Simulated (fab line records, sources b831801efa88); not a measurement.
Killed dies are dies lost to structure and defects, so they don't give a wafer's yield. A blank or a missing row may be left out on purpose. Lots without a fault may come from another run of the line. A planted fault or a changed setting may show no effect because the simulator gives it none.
Chamber matching | flow gf180mcu | GF_V4_CMP_04 on cmp-01: 4 sister chambers
The step polishes SiO2. 4 wafers are shown with their chamber, then 10 later ones without.

WAFERS WITH THEIR CHAMBER
wafer  | chamber | motor_current_A (A)
L074.3 | 3       | 10.0
L082.5 | 2       | 12.6
L087.1 | 0       | 11.1
L087.2 | 1       | 10.0

WAFERS WITHOUT THEIR CHAMBER
wafer  | motor_current_A (A)
L087.4 | 13.6
L094.2 | 10.2
L094.3 | 13.2
L094.5 | 10.9
L096.3 | 10.4
L096.4 | 10.5
L096.6 | 10.7
L097.2 | 9.9
L097.3 | 10.7
L097.4 | 13.4

WHICH CHAMBER EACH WENT THROUGH
wafer  | from the rows above          | in truth
L087.4 | 2                            | 2
L094.2 | can't be placed: 1 or 3 or 0 | 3
L094.3 | 2                            | 2
L094.5 | can't be placed: 0 or 1 or 3 | 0
L096.3 | can't be placed: 1 or 3 or 0 | 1
L096.4 | can't be placed: 1 or 3 or 0 | 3
L096.6 | can't be placed: 0 or 1 or 3 | 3
L097.2 | can't be placed: 1 or 3      | 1
L097.3 | can't be placed: 0 or 1 or 3 | 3
L097.4 | 2                            | 2
Placed correctly: 3 of 10. Can't be placed from these rows: 7 (the true chamber is among the candidates in 7). Placed wrongly: 0.
How it was worked out, from the rows above alone: a wafer's distance from a chamber is the root of the sum, over the readings, of the square of ((its reading less the chamber's mean) divided by the reading's scatter). The wafer belongs to the nearest chamber; if the next one is less than 2 further off, it can't be placed. A chamber's mean is the mean of its shown wafers. The scatter: with one shown wafer a chamber, the root of the mean of the squares of how far each hidden wafer lies from its nearest shown one.
